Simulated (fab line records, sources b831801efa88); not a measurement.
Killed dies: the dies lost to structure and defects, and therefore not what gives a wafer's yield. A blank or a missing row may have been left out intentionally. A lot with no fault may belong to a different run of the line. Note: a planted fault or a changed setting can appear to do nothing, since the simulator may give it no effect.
fab line records	flow gf180mcu	part 1 of 2: steps 1 to 33 of 42
record: lots: 5	wafers: 15	lastDay: 34
route steps=602 shown HV_LDD@176
lots with no fault: from the same line, run without faults
startH: start of the lot's first displayed wafer, in hours after the record's first day	waitH: hours since the lot's step before	" same as the row above	L1.1+2: a row that stands for several wafers	- either no value or no given start	* or withheld: withheld	< > ~ a bound
route shown NAME@n: NAME is a module with steps in the file, n the number in the route of the first one	usual: the fault-free wafers' mean and standard deviation	same: alike in all rows	chamber/n: place in a boat	sites: readings site by site	_std_site: their standard deviation	_edge_site: outer sites' mean less inner sites'	radiusMm: for every site, how far away it sits from the centre of the wafer	mask NAME#n: copy n	behind: tool/chamber where the wafer was last shaped	hold: cause of the lot's hold/its duration in hours/its outcome	device: whichever transistor did not switch (one of n, p or np)	end of line: the route-end tests of the same wafers	a step with no rows: only its recipe	killed: not the wafer's yield, but the dies lost to structure and defects at the first sort	map: a wafer's dies, x killed, . not, _ none there
set.NAME: the setting that was run; set.NAME@STEP: the one run at that earlier step	model.NAME: the simulator's own value behind a step, which no gauge read
lots seen at some steps along the route; tables by step, rows by wafer
services: a tool's chamber out of use, with start hour (startH, from the record's first day; less than 0 if before it), hours out, and reason
== steps ==
step: GF_HV_LDD_DEHYDRATE_00
recipe: tempC: 200	timeS: 60
lot.wafer	tool	chamber	startH	waitH
L079.1+4+5	lithoTrack-03	0	254.79	8.7
L082.2+4+5	lithoTrack-01	0	266.66	8.9
L085.1+3+5	lithoTrack-03	0	287.04	9.2
L089.1+2+4	lithoTrack-03	0	313.34	9.6
L096.1+4+5	lithoTrack-01	0	361.28	10.7
step: GF_HV_LDD_HMDS_01
recipe: primeTimeS: 60	primeTempC: 120
usual: primeTempC: 120.03/0.14
lot.wafer	tool	chamber	startH	waitH	primeTempC
L079.1	lithoTrack-03	0	254.94	0.1	120.24
L079.4	"	0	"	"	120.12
L079.5	"	0	"	"	120.27
L082.2	lithoTrack-01	0	266.81	0.1	120.25
L082.4	"	0	"	"	120.28
L082.5	"	0	"	"	120.14
L085.1	lithoTrack-03	0	287.19	0.1	120.06
L085.3	"	0	"	"	120.02
L085.5	"	0	"	"	119.67
L089.1	lithoTrack-03	0	313.49	0.1	119.97
L089.2	"	0	"	"	120.07
L089.4	"	0	"	"	119.97
L096.1	lithoTrack-01	0	361.43	0.1	119.93
L096.4	"	0	"	"	119.88
L096.5	"	0	"	"	119.91
step: GF_HV_LDD_COAT_02
recipe: resist: NOVOLAK	spinRpm: 3000	resistThkNm: 1000
lot.wafer	tool	chamber	startH	waitH
L079.1+4+5	lithoTrack-03	0	255.09	0.1
L082.2+4+5	lithoTrack-01	0	266.96	0.1
L085.1+3+5	lithoTrack-03	0	287.34	0.1
L089.1+2+4	lithoTrack-03	0	313.64	0.1
L096.1+4+5	lithoTrack-01	0	361.58	0.1
step: GF_HV_LDD_SOFTBAKE_03
recipe: tempC: 90	timeS: 60	resist: NOVOLAK
lot.wafer	tool	chamber	startH	waitH
L079.1+4+5	lithoTrack-03	0	255.24	0.1
L082.2+4+5	lithoTrack-01	0	267.11	0.1
L085.1+3+5	lithoTrack-03	0	287.49	0.1
L089.1+2+4	lithoTrack-03	0	313.79	0.1
L096.1+4+5	lithoTrack-01	0	361.73	0.1
step: GF_HV_LDD_EXPOSE_04
recipe: maskId: Nplus_LV_AREA	targetCdNm: 400	na: 0.6	sourceShape: conventional	sigmaOuter: 0.6	doseMj: 140
lot.wafer	tool	chamber	startH	waitH	mask
L079.1+4+5	ilineStepper-01	0	-	-	Nplus_LV_AREA#0
L082.2+4+5	ilineStepper-02	0	-	-	Nplus_LV_AREA#0
L085.1+3+5	ilineStepper-01	0	-	-	Nplus_LV_AREA#0
L089.1+2+4	ilineStepper-01	0	-	-	Nplus_LV_AREA#0
L096.1+4+5	ilineStepper-02	0	-	-	Nplus_LV_AREA#0
step: GF_HV_LDD_PEB_05
recipe: tempC: withheld	timeS: *	resist: NOVOLAK
lot.wafer	tool	chamber	startH	waitH
L079.1+4+5	lithoTrack-02	0	-	-
L082.2+4+5	lithoTrack-03	0	-	-
L085.1+3+5	lithoTrack-01	0	-	-
L089.1+2+4	lithoTrack-02	0	-	-
L096.1+4+5	lithoTrack-01	0	-	-
step: GF_HV_LDD_DEVELOP_06
recipe: developTimeS: 60	devTempC: 23
same: developTimeS: 60
lot.wafer	tool	chamber	startH	waitH
L079.1+4+5	lithoTrack-02	0	264.44	0.1
L082.2+4+5	lithoTrack-03	0	276.47	0.1
L085.1+3+5	lithoTrack-01	0	297.19	0.1
L089.1+2+4	lithoTrack-02	0	323.99	0.1
L096.1+4+5	lithoTrack-01	0	372.28	0.1
step: GF_HV_LDD_CD_MEAS_07
recipe: targetCdNm: 400
usual: cdNm: 399.5/2.2
lot.wafer	tool	chamber	startH	waitH	cdNm
L079.1	cdSem-01	-	264.59	0.1	400.7
L079.4	"	-	"	"	398.4
L079.5	"	-	"	"	400.3
L082.2	cdSem-02	-	276.61	0.1	400.8
L082.4	"	-	"	"	400.3
L082.5	"	-	"	"	402.0
L085.1	cdSem-02	-	297.34	0.1	399.1
L085.3	"	-	"	"	398.9
L085.5	"	-	"	"	397.3
L089.1	cdSem-02	-	324.14	0.1	399.7
L089.2	"	-	"	"	399.3
L089.4	"	-	"	"	396.8
L096.1	cdSem-02	-	372.43	0.1	399.7
L096.4	"	-	"	"	399.9
L096.5	"	-	"	"	396.1
step: GF_HV_LDD_OVL_MEAS_08
usual: HV_LDD_OVL: -1.8/1.3
lot.wafer	tool	chamber	startH	waitH	HV_LDD_OVL[nm]
L079.1	overlay-01	-	264.71	0.1	-3.5
L079.4	"	-	"	"	-3.4
L079.5	"	-	"	"	-2.2
L082.2	overlay-02	-	276.72	0.1	-3.4
L082.4	"	-	"	"	-2.4
L082.5	"	-	"	"	-2.9
L085.1	overlay-02	-	297.46	0.1	-3.8
L085.3	"	-	"	"	-1.3
L085.5	"	-	"	"	-0.6
L089.1	overlay-01	-	324.26	0.1	0.6
L089.2	"	-	"	"	0.2
L089.4	"	-	"	"	-1.1
L096.1	overlay-02	-	372.55	0.1	-1.4
L096.4	"	-	"	"	-1.9
L096.5	"	-	"	"	-0.1
step: GF_HV_LDD_IMPLANT_09
recipe: species: As	energyKev: 40	doseCm2: 9.729e+13	tiltDeg: 7
usual: doseIonsCm2: 9.729e+13/1.1e+11
lot.wafer	tool	chamber	startH	waitH	doseIonsCm2
L079.1	implanter-02	0	264.75	0.0	9.733e+13
L079.4	"	0	"	"	9.727e+13
L079.5	"	0	"	"	9.739e+13
L082.2	implanter-04	0	276.77	0.0	9.733e+13
L082.4	"	0	"	"	9.728e+13
L082.5	"	0	"	"	9.715e+13
L085.1	implanter-03	0	297.49	0.0	9.742e+13
L085.3	"	0	"	"	9.747e+13
L085.5	"	0	"	"	9.741e+13
L089.1	implanter-02	0	324.29	0.0	9.74e+13
L089.2	"	0	"	"	9.724e+13
L089.4	"	0	"	"	9.71e+13
L096.1	implanter-02	0	372.59	0.0	9.714e+13
L096.4	"	0	"	"	9.723e+13
L096.5	"	0	"	"	9.719e+13
step: GF_HV_LDD_STRIP_10
recipe: chemistry: O2/N2	powerW: 1400	pressureMtorr: 1500	platenTempC: 250	o2FlowSccm: 3000	n2FlowSccm: 300	overashFraction: 0.5
usual: drypumpMotorCurrentA: 5.57/0.29	heaterPowerW: 323/32	o2FlowSccm: 2996/8.7	oesProductAu: 0.716/0.0044	platenTempC: 250.01/0.17	stripTimeToEndpointS: 12.63/0.041
lot.wafer	tool	chamber	startH	waitH	drypumpMotorCurrentA	heaterPowerW	o2FlowSccm	oesProductAu	platenTempC	rfHoursCounterH	stripTimeToEndpointS
L079.1	plasmaAsher-02	0	264.90	0.1	5.55	300	3004	0.716	250.13	62	12.58
L079.4	"	0	"	"	5.54	294	2988	0.715	250.02	-	12.60
L079.5	"	1	"	"	5.30	336	2998	0.722	249.90	-	12.58
L082.2	plasmaAsher-04	1	276.90	0.1	6.26	311	2998	0.714	250.03	48	12.66
L082.4	"	0	"	"	5.47	403	2996	0.717	249.91	-	12.65
L082.5	"	1	"	"	6.21	308	2982	0.711	249.85	-	12.64
L085.1	plasmaAsher-02	1	297.64	0.1	5.30	338	3009	0.721	249.97	65	12.66
L085.3	"	1	"	"	5.29	337	3009	0.714	249.85	-	12.65
L085.5	"	1	"	"	5.30	343	3001	0.709	249.77	-	12.66
L089.1	plasmaAsher-01	0	324.44	0.1	5.37	322	2984	0.718	249.83	22	12.59
L089.2	"	1	"	"	5.75	296	3000	0.716	250.03	22	12.62
L089.4	"	1	"	"	5.75	299	2995	0.714	250.05	-	12.61
L096.1	plasmaAsher-04	0	372.74	0.1	5.45	402	2992	0.717	249.97	59	12.71
L096.4	"	1	"	"	6.26	309	2969	0.710	250.24	-	12.69
L096.5	"	1	"	"	6.27	307	2989	0.717	250.22	-	12.70
step: GF_HV_LDD_TW_MEAS_11
usual: HV_LDD_TW: 2412/18
lot.wafer	tool	chamber	startH	waitH	HV_LDD_TW
L079.1	filmMetro-01	-	265.00	0.1	2443
L079.4	"	-	"	"	2428
L079.5	"	-	"	"	2419
L082.2	filmMetro-01	-	277.01	0.1	2426
L082.4	"	-	"	"	2438
L082.5	"	-	"	"	2436
L085.1	filmMetro-02	-	297.74	0.1	2429
L085.3	"	-	"	"	2426
L085.5	"	-	"	"	2435
L089.1	filmMetro-03	-	324.54	0.1	2391
L089.2	"	-	"	"	2385
L089.4	"	-	"	"	2385
L096.1	filmMetro-02	-	372.84	0.1	2407
L096.4	"	-	"	"	2414
L096.5	"	-	"	"	2401
step: GF_HV_LDD_DEHYDRATE_12
recipe: tempC: 200	timeS: 60
lot.wafer	tool	chamber	startH	waitH
L079.1+4+5	lithoTrack-02	0	273.79	8.8
L082.2+4+5	lithoTrack-02	0	286.06	9.0
L085.1+3+5	lithoTrack-03	0	306.19	8.4
L089.1+2+4	lithoTrack-02	0	333.54	9.0
L096.1+4+5	lithoTrack-02	0	383.74	10.9
step: GF_HV_LDD_HMDS_13
recipe: primeTimeS: 60	primeTempC: 120
usual: primeTempC: 119.97/0.15
lot.wafer	tool	chamber	startH	waitH	primeTempC
L079.1	lithoTrack-02	0	273.94	0.1	120.09
L079.4	"	0	"	"	120.08
L079.5	"	0	"	"	119.88
L082.2	lithoTrack-02	0	286.21	0.1	119.82
L082.4	"	0	"	"	119.92
L082.5	"	0	"	"	120.10
L085.1	lithoTrack-03	0	306.34	0.1	119.69
L085.3	"	0	"	"	119.88
L085.5	"	0	"	"	119.97
L089.1	lithoTrack-02	0	333.69	0.1	119.90
L089.2	"	0	"	"	119.91
L089.4	"	0	"	"	119.95
L096.1	lithoTrack-02	0	383.89	0.1	120.10
L096.4	"	0	"	"	120.07
L096.5	"	0	"	"	120.00
step: GF_HV_LDD_COAT_14
recipe: resist: NOVOLAK	spinRpm: 3000	resistThkNm: 1000
lot.wafer	tool	chamber	startH	waitH
L079.1+4+5	lithoTrack-02	0	274.09	0.1
L082.2+4+5	lithoTrack-02	0	286.36	0.1
L085.1+3+5	lithoTrack-03	0	306.49	0.1
L089.1+2+4	lithoTrack-02	0	333.84	0.1
L096.1+4+5	lithoTrack-02	0	384.04	0.1
step: GF_HV_LDD_SOFTBAKE_15
recipe: tempC: 90	timeS: 60	resist: NOVOLAK
lot.wafer	tool	chamber	startH	waitH
L079.1+4+5	lithoTrack-02	0	274.24	0.1
L082.2+4+5	lithoTrack-02	0	286.51	0.1
L085.1+3+5	lithoTrack-03	0	306.64	0.1
L089.1+2+4	lithoTrack-02	0	333.99	0.1
L096.1+4+5	lithoTrack-02	0	384.19	0.1
step: GF_HV_LDD_EXPOSE_16
recipe: maskId: Pplus_LV_AREA	targetCdNm: 400	na: 0.6	sourceShape: conventional	sigmaOuter: 0.6	doseMj: 140
lot.wafer	tool	chamber	startH	waitH	mask
L079.1+4+5	ilineStepper-01	0	-	-	Pplus_LV_AREA#0
L082.2+4+5	ilineStepper-02	0	-	-	Pplus_LV_AREA#0
L085.1+3+5	ilineStepper-01	0	-	-	Pplus_LV_AREA#0
L089.1+2+4	ilineStepper-02	0	-	-	Pplus_LV_AREA#0
L096.1+4+5	ilineStepper-02	0	-	-	Pplus_LV_AREA#0
step: GF_HV_LDD_PEB_17
recipe: tempC: withheld	timeS: *	resist: NOVOLAK
lot.wafer	tool	chamber	startH	waitH
L079.1+4+5	lithoTrack-01	0	-	-
L082.2+4+5	lithoTrack-03	0	-	-
L085.1+3+5	lithoTrack-01	0	-	-
L089.1+2+4	lithoTrack-03	0	-	-
L096.1+4+5	lithoTrack-02	0	-	-
step: GF_HV_LDD_DEVELOP_18
recipe: developTimeS: 60	devTempC: 23
same: developTimeS: 60
lot.wafer	tool	chamber	startH	waitH
L079.1+4+5	lithoTrack-01	0	283.84	0.1
L082.2+4+5	lithoTrack-03	0	295.77	0.1
L085.1+3+5	lithoTrack-01	0	316.54	0.1
L089.1+2+4	lithoTrack-03	0	344.59	0.1
L096.1+4+5	lithoTrack-02	0	395.74	0.1
step: GF_HV_LDD_CD_MEAS_19
recipe: targetCdNm: 400
usual: cdNm: 400.1/2.1
lot.wafer	tool	chamber	startH	waitH	cdNm
L079.1	cdSem-02	-	283.99	0.1	399.9
L079.4	"	-	"	"	400.1
L079.5	"	-	"	"	398.2
L082.2	cdSem-02	-	295.91	0.1	401.0
L082.4	"	-	"	"	400.0
L082.5	"	-	"	"	401.2
L085.1	cdSem-02	-	316.69	0.1	399.2
L085.3	"	-	"	"	397.5
L085.5	"	-	"	"	400.8
L089.1	cdSem-01	-	344.76	0.1	398.9
L089.2	"	-	"	"	400.0
L089.4	"	-	"	"	398.5
L096.1	cdSem-02	-	395.89	0.1	402.4
L096.4	"	-	"	"	402.2
L096.5	"	-	"	"	402.2
step: GF_HV_LDD_OVL_MEAS_20
usual: HV_LDD_01_OVL: 0.9/1.3
lot.wafer	tool	chamber	startH	waitH	HV_LDD_01_OVL[nm]
L079.1	overlay-01	-	284.11	0.1	-1.2
L079.4	"	-	"	"	-0.8
L079.5	"	-	"	"	0.5
L082.2	overlay-02	-	296.02	0.1	0.7
L082.4	"	-	"	"	2.2
L082.5	"	-	"	"	-0.6
L085.1	overlay-02	-	316.81	0.1	1.9
L085.3	"	-	"	"	0.2
L085.5	"	-	"	"	0.3
L089.1	overlay-02	-	344.88	0.1	1.0
L089.2	"	-	"	"	0.6
L089.4	"	-	"	"	1.0
L096.1	overlay-01	-	396.01	0.1	1.7
L096.4	"	-	"	"	0.4
L096.5	"	-	"	"	0.5
step: GF_HV_LDD_IMPLANT_21
recipe: species: BF2	energyKev: 25	doseCm2: 5e+13	tiltDeg: 7
usual: doseIonsCm2: 5.001e+13/5.2e+10
lot.wafer	tool	chamber	startH	waitH	doseIonsCm2
L079.1	implanter-04	0	284.14	0.0	5.002e+13
L079.4	"	0	"	"	5.001e+13
L079.5	"	0	"	"	5e+13
L082.2	implanter-04	0	296.07	0.0	4.993e+13
L082.4	"	0	"	"	5.005e+13
L082.5	"	0	"	"	5.006e+13
L085.1	implanter-03	0	316.84	0.0	4.998e+13
L085.3	"	0	"	"	4.995e+13
L085.5	"	0	"	"	4.995e+13
L089.1	implanter-02	0	344.91	0.0	5.006e+13
L089.2	"	0	"	"	4.995e+13
L089.4	"	0	"	"	4.995e+13
L096.1	implanter-04	0	396.04	0.0	5.011e+13
L096.4	"	0	"	"	5.006e+13
L096.5	"	0	"	"	5.002e+13
step: GF_HV_LDD_STRIP_22
recipe: chemistry: O2/N2	powerW: 1400	pressureMtorr: 1500	platenTempC: 250	o2FlowSccm: 3000	n2FlowSccm: 300	overashFraction: 0.5
usual: drypumpMotorCurrentA: 5.6/0.31	heaterPowerW: 326/36	o2FlowSccm: 3002/8.9	oesProductAu: 0.715/0.0052	platenTempC: 249.96/0.18	stripTimeToEndpointS: 12.62/0.036
lot.wafer	tool	chamber	startH	waitH	drypumpMotorCurrentA	heaterPowerW	o2FlowSccm	oesProductAu	platenTempC	rfHoursCounterH	stripTimeToEndpointS
L079.1	plasmaAsher-01	1	284.29	0.1	5.7	292	2996	0.718	250.02	18	12.66
L079.4	"	1	"	"	5.7	303	3003	0.706	249.94	-	12.64
L079.5	"	1	"	"	5.7	287	3007	0.704	250.10	-	12.63
L082.2	plasmaAsher-02	0	296.20	0.1	5.5	300	2993	0.719	250.06	65	12.63
L082.4	"	1	"	"	5.3	328	2988	0.703	250.26	-	12.63
L082.5	"	1	"	"	5.3	336	2997	0.723	249.77	-	12.64
L085.1	plasmaAsher-01	0	316.99	0.1	5.4	317	3022	0.718	250.08	21	12.68
L085.3	"	1	"	"	5.7	299	3003	0.711	249.88	-	12.69
L085.5	"	1	"	"	5.7	298	3007	0.716	249.88	-	12.65
L089.1	plasmaAsher-04	1	345.06	0.1	6.3	311	2991	0.714	249.97	55	12.56
L089.2	"	0	"	"	5.4	399	3017	0.713	250.12	55	12.60
L089.4	"	0	"	"	5.5	402	3006	0.719	250.15	-	12.60
L096.1	plasmaAsher-02	0	396.19	0.1	5.6	290	3023	0.719	249.78	76	12.54
L096.4	"	1	"	"	5.3	342	2999	0.715	250.02	-	12.57
L096.5	"	0	"	"	5.5	295	3008	0.718	249.80	-	12.58
step: GF_HV_LDD_TW_MEAS_23
usual: HV_LDD_2_TW: 1058/9.6
lot.wafer	tool	chamber	startH	waitH	HV_LDD_2_TW
L079.1	filmMetro-01	-	284.39	0.1	1061
L079.4	"	-	"	"	1073
L079.5	"	-	"	"	1064
L082.2	filmMetro-03	-	296.31	0.1	1042
L082.4	"	-	"	"	1048
L082.5	"	-	"	"	1048
L085.1	filmMetro-03	-	317.09	0.1	1055
L085.3	"	-	"	"	1049
L085.5	"	-	"	"	1049
L089.1	filmMetro-03	-	345.16	0.1	1046
L089.2	"	-	"	"	1045
L089.4	"	-	"	"	1046
L096.1	filmMetro-03	-	396.29	0.1	1050
L096.4	"	-	"	"	1054
L096.5	"	-	"	"	1048
step: GF_HV_LDD_DEHYDRATE_24
recipe: tempC: 200	timeS: 60
lot.wafer	tool	chamber	startH	waitH
L079.1+4+5	lithoTrack-01	0	292.94	8.5
L082.2+4+5	lithoTrack-01	0	304.91	8.6
L085.1+3+5	lithoTrack-02	0	326.54	9.4
L089.1+2+4	lithoTrack-01	0	354.78	9.6
L096.1+4+5	lithoTrack-03	0	407.94	11.6
step: GF_HV_LDD_HMDS_25
recipe: primeTimeS: 60	primeTempC: 120
usual: primeTempC: 120.04/0.13
lot.wafer	tool	chamber	startH	waitH	primeTempC
L079.1	lithoTrack-01	0	293.09	0.1	119.94
L079.4	"	0	"	"	119.96
L079.5	"	0	"	"	120.18
L082.2	lithoTrack-01	0	305.06	0.1	120.00
L082.4	"	0	"	"	119.83
L082.5	"	0	"	"	120.07
L085.1	lithoTrack-02	0	326.69	0.1	120.13
L085.3	"	0	"	"	120.01
L085.5	"	0	"	"	120.00
L089.1	lithoTrack-01	0	354.93	0.1	119.96
L089.2	"	0	"	"	119.85
L089.4	"	0	"	"	120.09
L096.1	lithoTrack-03	0	408.09	0.1	119.98
L096.4	"	0	"	"	120.00
L096.5	"	0	"	"	120.10
step: GF_HV_LDD_COAT_26
recipe: resist: NOVOLAK	spinRpm: 3000	resistThkNm: 1000
lot.wafer	tool	chamber	startH	waitH
L079.1+4+5	lithoTrack-01	0	293.24	0.1
L082.2+4+5	lithoTrack-01	0	305.21	0.1
L085.1+3+5	lithoTrack-02	0	326.84	0.1
L089.1+2+4	lithoTrack-01	0	355.08	0.1
L096.1+4+5	lithoTrack-03	0	408.24	0.1
step: GF_HV_LDD_SOFTBAKE_27
recipe: tempC: 90	timeS: 60	resist: NOVOLAK
lot.wafer	tool	chamber	startH	waitH
L079.1+4+5	lithoTrack-01	0	293.39	0.1
L082.2+4+5	lithoTrack-01	0	305.36	0.1
L085.1+3+5	lithoTrack-02	0	326.99	0.1
L089.1+2+4	lithoTrack-01	0	355.23	0.1
L096.1+4+5	lithoTrack-03	0	408.39	0.1
step: GF_HV_LDD_EXPOSE_28
recipe: maskId: Nplus_HV_AREA	targetCdNm: 400	na: 0.6	sourceShape: conventional	sigmaOuter: 0.6	doseMj: 141.1
lot.wafer	tool	chamber	startH	waitH	mask
L079.1+4+5	ilineStepper-02	0	-	-	Nplus_HV_AREA#0
L082.2+4+5	ilineStepper-02	0	-	-	Nplus_HV_AREA#0
L085.1+3+5	ilineStepper-02	0	-	-	Nplus_HV_AREA#0
L089.1+2+4	ilineStepper-02	0	-	-	Nplus_HV_AREA#0
L096.1+4+5	ilineStepper-01	0	-	-	Nplus_HV_AREA#0
step: GF_HV_LDD_PEB_29
recipe: tempC: withheld	timeS: *	resist: NOVOLAK
lot.wafer	tool	chamber	startH	waitH
L079.1+4+5	lithoTrack-03	0	-	-
L082.2+4+5	lithoTrack-02	0	-	-
L085.1+3+5	lithoTrack-03	0	-	-
L089.1+2+4	lithoTrack-03	0	-	-
L096.1+4+5	lithoTrack-01	0	-	-
step: GF_HV_LDD_DEVELOP_30
recipe: developTimeS: 60	devTempC: 23
same: developTimeS: 60
lot.wafer	tool	chamber	startH	waitH
L079.1+4+5	lithoTrack-03	0	302.94	0.1
L082.2+4+5	lithoTrack-02	0	314.96	0.1
L085.1+3+5	lithoTrack-03	0	336.89	0.1
L089.1+2+4	lithoTrack-03	0	366.19	0.1
L096.1+4+5	lithoTrack-01	0	419.98	0.1
step: GF_HV_LDD_CD_MEAS_31
recipe: targetCdNm: 400
usual: cdNm: 403.2/1.9
lot.wafer	tool	chamber	startH	waitH	cdNm
L079.1	cdSem-02	-	303.09	0.1	402.6
L079.4	"	-	"	"	404.3
L079.5	"	-	"	"	403.0
L082.2	cdSem-01	-	315.11	0.1	400.5
L082.4	"	-	"	"	399.2
L082.5	"	-	"	"	401.0
L085.1	cdSem-01	-	337.04	0.1	403.1
L085.3	"	-	"	"	404.7
L085.5	"	-	"	"	404.1
L089.1	cdSem-01	-	366.34	0.1	402.4
L089.2	"	-	"	"	401.6
L089.4	"	-	"	"	402.9
L096.1	cdSem-01	-	420.13	0.1	404.8
L096.4	"	-	"	"	403.1
L096.5	"	-	"	"	400.9
step: GF_HV_LDD_OVL_MEAS_32
usual: HV_LDD_02_OVL: -0.5/1.2
lot.wafer	tool	chamber	startH	waitH	HV_LDD_02_OVL[nm]
L079.1	overlay-02	-	303.21	0.1	-0.4
L079.4	"	-	"	"	-1.2
L079.5	"	-	"	"	-0.8
L082.2	overlay-01	-	315.21	0.1	0.2
L082.4	"	-	"	"	0.5
L082.5	"	-	"	"	0.6
L085.1	overlay-02	-	337.16	0.1	2.0
L085.3	"	-	"	"	-0.4
L085.5	"	-	"	"	0.1
L089.1	overlay-02	-	366.46	0.1	1.0
L089.2	"	-	"	"	-0.2
L089.4	"	-	"	"	0.5
L096.1	overlay-02	-	420.25	0.1	-3.1
L096.4	"	-	"	"	-1.9
L096.5	"	-	"	"	0.0
